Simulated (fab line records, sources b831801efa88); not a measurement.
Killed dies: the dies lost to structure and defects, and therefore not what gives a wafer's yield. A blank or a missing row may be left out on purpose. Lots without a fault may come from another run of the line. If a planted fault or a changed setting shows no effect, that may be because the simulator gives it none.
Matching of chambers    flow gf180mcu    GF_V5_CMP_26 on cmp-01 has 4 sister chambers
The step polishes, stops on SiO2, t overpolish 15 s, target thk 0 nm. 14 wafers are shown with their chamber, then 7 later ones without.

== WAFERS, EACH WITH ITS CHAMBER ==
wafer   chamber  motor current A (A)  time to endpoint s (s)  overpolish run s (s)
L723.1  2        9.6                  81                      14.990
L723.3  3        9.2                  79                      15.013
L723.6  3        8.5                  80                      14.999
L725.1  3        9.6                  83                      14.993
L725.3  1        11.0                 85                      14.995
L725.4  0        11.7                 76                      14.992
L739.1  1        10.4                 89                      14.998
L739.3  2        10.0                 89                      14.999
L739.5  3        9.2                  89                      15.004
L741.1  1        10.9                 85                      14.994
L741.2  2        8.9                  82                      14.992
L741.6  3        9.4                  83                      15.000
L744.2  3        9.6                  91                      15.001
L744.4  1        11.2                 89                      15.001

SIGNATURES (averages over the wafers above)
reading             chamber 0  chamber 1  chamber 2  chamber 3  scatter within a chamber
motor current A     11.700     10.875     9.500      9.250      0.425
time to endpoint s  76.00      87.00      84.00      84.17      4.13
overpolish run s    14.99200   14.99700   14.99367   15.00167   0.00542
Rule: a wafer lies at a distance from a chamber equal to the root of the sum of squares, over the readings, of (its reading less the chamber's mean, divided by the reading's scatter). If the next closest chamber is less than 2 further off than the closest, the wafer can't be placed; otherwise it belongs to the closest. The scatter: take each reading less its chamber's mean, square it, sum over the shown wafers, divide by the number of wafers less the number of chambers, and take the root.

== WAFERS WHOSE CHAMBER IS MISSING ==
wafer   motor current A (A)  time to endpoint s (s)  overpolish run s (s)
L744.5  10.6                 88                      14.996
L743.2  9.3                  91                      14.992
L743.5  10.4                 94                      14.994
L743.6  11.5                 83                      14.998
L745.1  11.5                 80                      14.988
L745.2  10.1                 89                      14.979
L745.6  11.2                 80                      14.995

== CHAMBER TAKEN BY EACH ==
wafer   from the rows above           in truth
L744.5  1                             1
L743.2  can't be placed: 2 or 3       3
L743.5  can't be placed: 1 or 2 or 3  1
L743.6  can't be placed: 1 or 0       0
L745.1  can't be placed: 0 or 1       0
L745.2  can't be placed: 2 or 1 or 3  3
L745.6  can't be placed: 0 or 1       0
1 of 7 placed correctly. From these rows, 6 cannot be placed; in 6 the true chamber is one of the candidates. Placed wrongly: 0.
